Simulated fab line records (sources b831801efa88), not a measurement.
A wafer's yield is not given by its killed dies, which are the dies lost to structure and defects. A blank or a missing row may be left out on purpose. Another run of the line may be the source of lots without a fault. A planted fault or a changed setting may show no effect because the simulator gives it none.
Problem report, 8D (eight disciplines) form, completed by code | flow sky130 | the parts of the form that need people (team, actions taken, sign-off) are left out

1. WHAT IS WRONG
Mean of killedAtFrontEnd at SKY_PAD_OPEN_PROBE_99: 64 across 6 wafers in 2 lots; on wafers with no fault it is 15 (standard deviation 4.5). That is +11 standard deviations from the usual mean.
Seen first at day 48 23:37 on prober-02, wafer L405.1. At this step, 39 wafers from 13 lots have a number in the record. The rule behind "out" and "out of limits": a value lying over 4 standard deviations away from the usual mean. Any other wafer with a number is counted as sound.

2. WHAT IT IS AND WHAT IT IS NOT
question                    | is                     | is not
which readings at this step | killedAtFrontEnd       | killed_at_M0_to_M3, killed_at_M4_up, killedAtContacts, killedOpen, killedShort
which lots                  | L405, L410             | L394, L396, L397, L398, L399, L401, L402, L404, L407, L408, L412
which wafers of those lots  | all that have a number | -
read on which tools         | prober-01, prober-02   | -
when                        | from day 48 23:37      | up to then (21 sound wafers); but 12 sound wafers of L404, L407, L408, L412 came after

3. THE SUSPECTS, EACH WITH WHAT RULES IT OUT
Counting: a tool stays on the suspect list if, at a process step up to the reading, it processed all lots that are out and no sound lot following the first of them.
- wetBench-02 at SKY_SONOS_ONO_WET_ETCH_18 (etches Si3N4 in H3PO4, target depth 15 nm, time 172 s): kept. All lots that are out passed through it, beginning with L405 at day 16 13:11, and no sound lot followed; its final sound lot before that point was L404 at day 16 12:53.
- cmp-02 at SKY_VIA4_CMP_21 (polishes, stops on SiO2, t overpolish 25 s, target thk 0 nm): ruled out as a lasting fault. Following L405 (day 46 09:03), the first lot on it that is out, the sound lots L408, L412 were run on it.
- pvdSputter-04 at SKY_METAL5_SPUTTER_02 (material AlCu, target thk 1150 nm, time 61.2 s): ruled out as a lasting fault. Following L405 (day 46 09:15), the first lot on it that is out, the sound lots L412 were run on it.
Remaining after the count: wetBench-02 at SKY_SONOS_ONO_WET_ETCH_18.

4. THE CAUSE (what the simulator had put in)
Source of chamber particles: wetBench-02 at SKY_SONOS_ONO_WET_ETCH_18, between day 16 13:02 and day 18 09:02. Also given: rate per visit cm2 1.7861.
This tool alone remained once counting was done.

5. THE CHAIN OF EFFECTS, in route order
Each row: a reading whose mean over the struck wafers that have a number lies more than 3 standard deviations from the usual. Only readings whose record carries a usual standard deviation are examined. hours: median over the lots of the time between each lot's start at the first step of this table that gives one and its start at this step. sigmas: the change, counted in usual standard deviations.
hours | step                  | reading          | usual | on struck wafers | change | sigmas
0     | SKY_PAD_OPEN_PROBE_99 | killedAtFrontEnd | 15    | 64               | +49    | +11
0     | SKY_PAD_OPEN_PROBE_99 | killedDies       | 83    | 132              | +48    | +5.4
Its process steps:
- SKY_PAD_OPEN_PROBE_99

6. WHAT WOULD HAVE CAUGHT IT SOONER
First out-of-limits reading in this record: day 48 23:37, which is 779 hours after fault onset at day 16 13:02.
All the lots that are out (2) had begun SKY_SONOS_ONO_WET_ETCH_18 on wetBench-02 by day 48 23:37. Tool hold at that time: it would have spared none of them.
